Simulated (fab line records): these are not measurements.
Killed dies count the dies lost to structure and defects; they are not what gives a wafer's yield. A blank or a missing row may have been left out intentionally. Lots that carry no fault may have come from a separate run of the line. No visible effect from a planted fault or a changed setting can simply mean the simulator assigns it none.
Which of the tools did it?    flow sky130    39 wafers from 13 lots sampled at 3 of the route's 708 steps

== WHAT THE GAUGES READ, wafer by wafer ==
SKY_SONOS_ONO_CD_MEAS_13: target cd 410 nm. Usual: 410.4 nm for cd-nm, sd 2.4.
lot   measured      on         cd-nm (nm)         flag
L967  day 13 09:23  cd-sem-01  408.3 409.9 408.3  
L968  day 13 15:55  cd-sem-01  411.2 412.2 412.7  
L969  day 13 15:37  cd-sem-01  412.5 409.0 412.6  
L970  day 13 19:45  cd-sem-01  410.1 410.5 411.2  
L971  day 14 01:53  cd-sem-01  411.9 410.8 411.0  
L972  day 14 11:06  cd-sem-01  410.6 409.5 411.2  
L976  day 15 13:19  cd-sem-02  408.7 408.4 409.1  
L979  day 16 14:31  cd-sem-02  409.1 408.6 409.1  
L982  day 17 10:38  cd-sem-02  409.4 412.2 411.7  
L983  day 17 22:22  cd-sem-01  413.2 410.4 410.6  
L984  day 18 02:40  cd-sem-02  409.5 410.9 409.4  
L988  day 19 21:16  cd-sem-02  412.4 411.6 410.4  
L990  day 20 11:41  cd-sem-02  409.0 409.2 408.9  

== WHICH TOOL RAN EACH LOT (tool, then ch and the chambers of the sampled wafers, then the start) ==
lot   SKY_NWELL_IMPLANT_12             SKY_NWELL_STRIP_14
L967  implanter-01 ch 0, day 4 21:41   plasma-asher-04 ch 0,1, day 4 21:58
L968  implanter-01 ch 0, day 5 06:32   plasma-asher-02 ch 0,1, day 5 06:50
L969  implanter-01 ch 0, day 5 09:29   plasma-asher-02 ch 0,1, day 5 09:47
L970  implanter-02 ch 0, day 5 11:42   plasma-asher-01 ch 0,1, day 5 11:59
L971  implanter-03 ch 0, day 5 17:11   plasma-asher-01 ch 1, day 5 17:28
L972  implanter-02 ch 0, day 6 01:12   plasma-asher-01 ch 0,1, day 6 01:29
L976  implanter-02 ch 0, day 6 18:08   plasma-asher-01 ch 0,1, day 6 18:26
L979  implanter-02 ch 0, day 7 12:13   plasma-asher-01 ch 0,1, day 7 12:31
L982  implanter-03 ch 0, day 8 03:55   plasma-asher-04 ch 0,1, day 8 04:11
L983  implanter-03 ch 0, day 8 10:07   plasma-asher-04 ch 0,1, day 8 10:25
L984  implanter-03 ch 0, day 8 15:32   plasma-asher-04 ch 0,1, day 8 15:49
L988  implanter-02 ch 0, day 9 18:56   plasma-asher-02 ch 0,1, day 9 19:13
L990  implanter-02 ch 0, day 10 04:27  plasma-asher-04 ch 1, day 10 04:45
- SKY_NWELL_IMPLANT_12
- SKY_NWELL_STRIP_14: strips in O2/N2.

== WHAT THE TOOLS THEMSELVES READ (means of the sampled wafers that have a number; where no wafer has one, the mark that the record gives instead) ==
SKY_NWELL_IMPLANT_12. Usual: beam-energy-keV 120.01, standard deviation 0.034; end-station-pressure-torr 4.95e-06 Torr, standard deviation 2.6e-07.
lot   tool          beam-energy-keV  end-station-pressure-torr (Torr)  flag
L967  implanter-01  120.01           4.71e-06                          
L968  implanter-01  120.05           5.20e-06                          
L969  implanter-01  119.99           4.72e-06                          
L970  implanter-02  119.99           5.13e-06                          
L971  implanter-03  120.02           4.90e-06                          
L972  implanter-02  119.93           4.85e-06                          
L976  implanter-02  120.03           4.75e-06                          
L979  implanter-02  120.00           4.98e-06                          
L982  implanter-03  120.01           5.23e-06                          
L983  implanter-03  120.00           5.08e-06                          
L984  implanter-03  120.02           4.97e-06                          
L988  implanter-02  111.75           4.96e-06                          OFF
L990  implanter-02  111.72           5.08e-06                          OFF

SKY_NWELL_STRIP_14. Usual: drypump-motor-current-A 5.8 A, standard deviation 0.49; oes-product-au 0.722 a.u., standard deviation 0.0044; strip-time-to-endpoint-s 36.92 s, standard deviation 0.1.
lot   tool             drypump-motor-current-A (A)  oes-product-au (a.u.)  strip-time-to-endpoint-s (s)  flag
L967  plasma-asher-04  5.8                          0.722                  36.89                         
L968  plasma-asher-02  5.7                          0.724                  36.88                         
L969  plasma-asher-02  5.7                          0.724                  36.96                         
L970  plasma-asher-01  6.4                          0.718                  36.98                         
L971  plasma-asher-01  6.7                          0.722                  36.91                         
L972  plasma-asher-01  6.0                          0.721                  36.79                         
L976  plasma-asher-01  6.0                          0.722                  37.04                         
L979  plasma-asher-01  6.0                          0.721                  36.84                         
L982  plasma-asher-04  5.7                          0.721                  36.83                         
L983  plasma-asher-04  5.8                          0.721                  36.66                         
L984  plasma-asher-04  5.8                          0.724                  36.94                         
L988  plasma-asher-02  5.3                          0.718                  36.97                         
L990  plasma-asher-04  5.6                          0.722                  36.91                         

== THE ANSWER, worked out from the rows above alone ==
Rule: take the mean of a lot's wafers that have a number; if it is more than 3 standard deviations from the usual mean, the lot is off. A lot without any number at a reading at which 4 lots or more have one is off too. Any other lot the step has rows for is counted as sound. After the gauges, taken in route order, come the tools' own readings; for these a lot's mean is taken, as printed above. The first step at which some lot is off is used, and at that step the reading that is off furthest; a lot without a number counts as furthest.
Off at SKY_NWELL_IMPLANT_12 (beam-energy-keV): L988, L990.
If a tool, at that step or one of the process steps before it, ran each lot that is off and ran no sound lot following the first of them, it fits. One fits: implanter-02 at SKY_NWELL_IMPLANT_12. A fault onset in the window from L979 (day 7 12:13, its last sound lot) to L988 (day 9 18:56, its first lot off) fits.
On the lots that are off, the tool's own readings at SKY_NWELL_IMPLANT_12 differ by more than 5 times the standard deviation of the sound lots' means, which bears it out; beam-energy-keV reads 111.73 there versus 120.00 on the sound lots.

== WHAT THE SIMULATOR HAD INSERTED ==
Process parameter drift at SKY_NWELL_IMPLANT_12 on implanter-02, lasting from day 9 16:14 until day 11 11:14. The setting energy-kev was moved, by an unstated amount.
Struck lots among those shown: L988, L990. The rule above found the same.
